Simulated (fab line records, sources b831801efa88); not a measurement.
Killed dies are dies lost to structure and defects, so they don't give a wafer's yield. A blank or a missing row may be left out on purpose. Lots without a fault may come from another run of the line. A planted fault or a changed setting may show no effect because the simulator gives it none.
Which tool did it? | flow sky130 | 12 lots, 36 wafers sampled, at 1 step of a route of 708

WHAT THE GAUGES READ, wafer by wafer
SKY_SONOS_TUNNEL_TW_MEAS_12.
lot  | measured     | on            | SONOS_TUNNEL_TW
L074 | day 11 22:21 | film_metro-02 | 198.3 199.2 198.6
L077 | day 12 03:29 | film_metro-02 | 200.6 199.1 199.5
L079 | day 12 20:47 | film_metro-04 | 197.1 196.2 197.1
L081 | day 13 21:43 | film_metro-02 | 198.5 198.4 199.2
L083 | day 14 18:47 | film_metro-04 | 197.6 197.2 197.8
L085 | day 15 08:36 | film_metro-03 | 200.1 198.4 198.4
L087 | day 16 01:31 | film_metro-02 | 198.6 198.4 199.3
L088 | day 16 06:20 | film_metro-02 | 199.2 198.6 198.6
L091 | day 16 21:13 | film_metro-03 | 198.7 198.7 199.1
L093 | day 17 17:30 | film_metro-04 | 197.0 197.0 197.7
L095 | day 18 02:28 | film_metro-02 | 199.1 200.1 199.7
L097 | day 18 22:04 | film_metro-04 | 197.1 197.0 197.1

WHICH TOOL RAN EACH LOT (tool, then ch and the chambers of the sampled wafers, then the start)
The record holds no process step before these readings.

THE ANSWER, worked out from the rows above alone
Rule: what is usual is taken from the lots themselves. Put in order of their means at a reading, lots are off if they are a third of the lots or fewer, leave a main group of 4 or more, and stand apart from it by a gap of 3 or more times the standard deviation of the main group's means; of several such gaps the widest counts. A main group whose means are all the same, to the digits that the tables above print for the reading, isn't used. A lot without any number at a reading at which 4 lots or more have one is off too. The other lots that the step has rows for count as sound.
No lot is off at any reading shown: from this, nothing can be told.

WHAT THE SIMULATOR HAD PUT IN
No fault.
